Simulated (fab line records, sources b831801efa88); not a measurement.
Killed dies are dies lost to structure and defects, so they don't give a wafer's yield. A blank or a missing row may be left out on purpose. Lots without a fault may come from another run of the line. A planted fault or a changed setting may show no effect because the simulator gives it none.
One fault seen from 2 desks | flow sky130 | each desk has only its own numbers; what lay behind them comes last

THE TOOL OWNER'S DESK: implanter-04
The tool's own readings at SKY_LDD_HVP_IMPLANT_08: means of the sampled wafers that have a number, for each lot that ran on this tool. A lot is out of limits, marked OUT, if its mean lies more than 4 standard deviations from the usual mean; the brackets give that distance.
Columns: A = dose_ions_cm2 at SKY_LDD_HVP_IMPLANT_08, usual 1.6999e+13; B = faraday_current_uA at SKY_LDD_HVP_IMPLANT_08, usual 96.3
lot  | first seen here | A                            | B
L501 | day 22 13:31    | 1.7003e+13                   | 95.6
L502 | day 23 01:20    | 1.6985e+13                   | 95.6
L504 | day 23 14:58    | 6.1593e+13 (+99 or more) OUT | 342.1 (+99 or more) OUT
L503 | day 23 17:40    | 6.1582e+13 (+99 or more) OUT | 347.4 (+99 or more) OUT
L513 | day 26 18:14    | 1.7014e+13                   | 97.1
L515 | day 27 10:56    | 1.7005e+13                   | 98.5
L518 | day 28 07:03    | 1.7000e+13                   | 97.0
L522 | day 29 17:40    | 1.7001e+13                   | 97.0
This desk's finding: out of limits on L503, L504; first on L504, day 23 14:58 (dose_ions_cm2 at SKY_LDD_HVP_IMPLANT_08). In limits: L501, L502, L513, L515, L518, L522.

THE METROLOGY DESK
What the gauges read, lot by lot, whatever tool the lot ran on: means of the sampled wafers that have a number. A lot is out of limits, marked OUT, if its mean lies more than 4 standard deviations from the usual mean; the brackets give that distance.
Columns: A = LDD_HVP_TW at SKY_LDD_HVP_TW_MEAS_10, usual 459.2
lot  | first seen here | A
L501 | day 22 13:46    | 462.7
L502 | day 23 01:34    | 458.6
L504 | day 23 15:10    | 691.6 (+83) OUT
L503 | day 23 17:54    | 692.0 (+83) OUT
L505 | day 24 01:51    | 462.6
L513 | day 26 18:29    | 459.6
L514 | day 26 22:44    | 458.7
L515 | day 27 11:11    | 456.9
L516 | day 27 17:50    | 461.1
L518 | day 28 07:16    | 456.5
L519 | day 28 19:57    | 456.4
L520 | day 29 16:59    | 458.5
L522 | day 29 17:55    | 457.7
L523 | day 30 05:19    | 460.6
This desk's finding: out of limits on L503, L504; first on L504, day 23 15:10 (LDD_HVP_TW at SKY_LDD_HVP_TW_MEAS_10). In limits: L501, L502, L505, L513, L514, L515, L516, L518, L519, L520, L522, L523.

PUT TOGETHER
The tool owner's desk could have raised an alarm at day 23 14:58, on L503, L504.
The metrology desk could have raised an alarm at day 23 15:10, on L503, L504.
Of the lots named, all ran SKY_LDD_HVP_IMPLANT_08 on implanter-04.

WHAT THE SIMULATOR HAD PUT IN
Process parameter drift: implanter-04, from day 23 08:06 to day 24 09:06, at SKY_LDD_HVP_IMPLANT_08. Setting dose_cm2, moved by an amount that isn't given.
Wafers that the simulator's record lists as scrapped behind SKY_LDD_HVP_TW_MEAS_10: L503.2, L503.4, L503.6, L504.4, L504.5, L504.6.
Lots struck among those shown: L503, L504.
Hours from the fault's start to each desk's first reading out of limits: the tool owner's desk, 7; the metrology desk, 7.
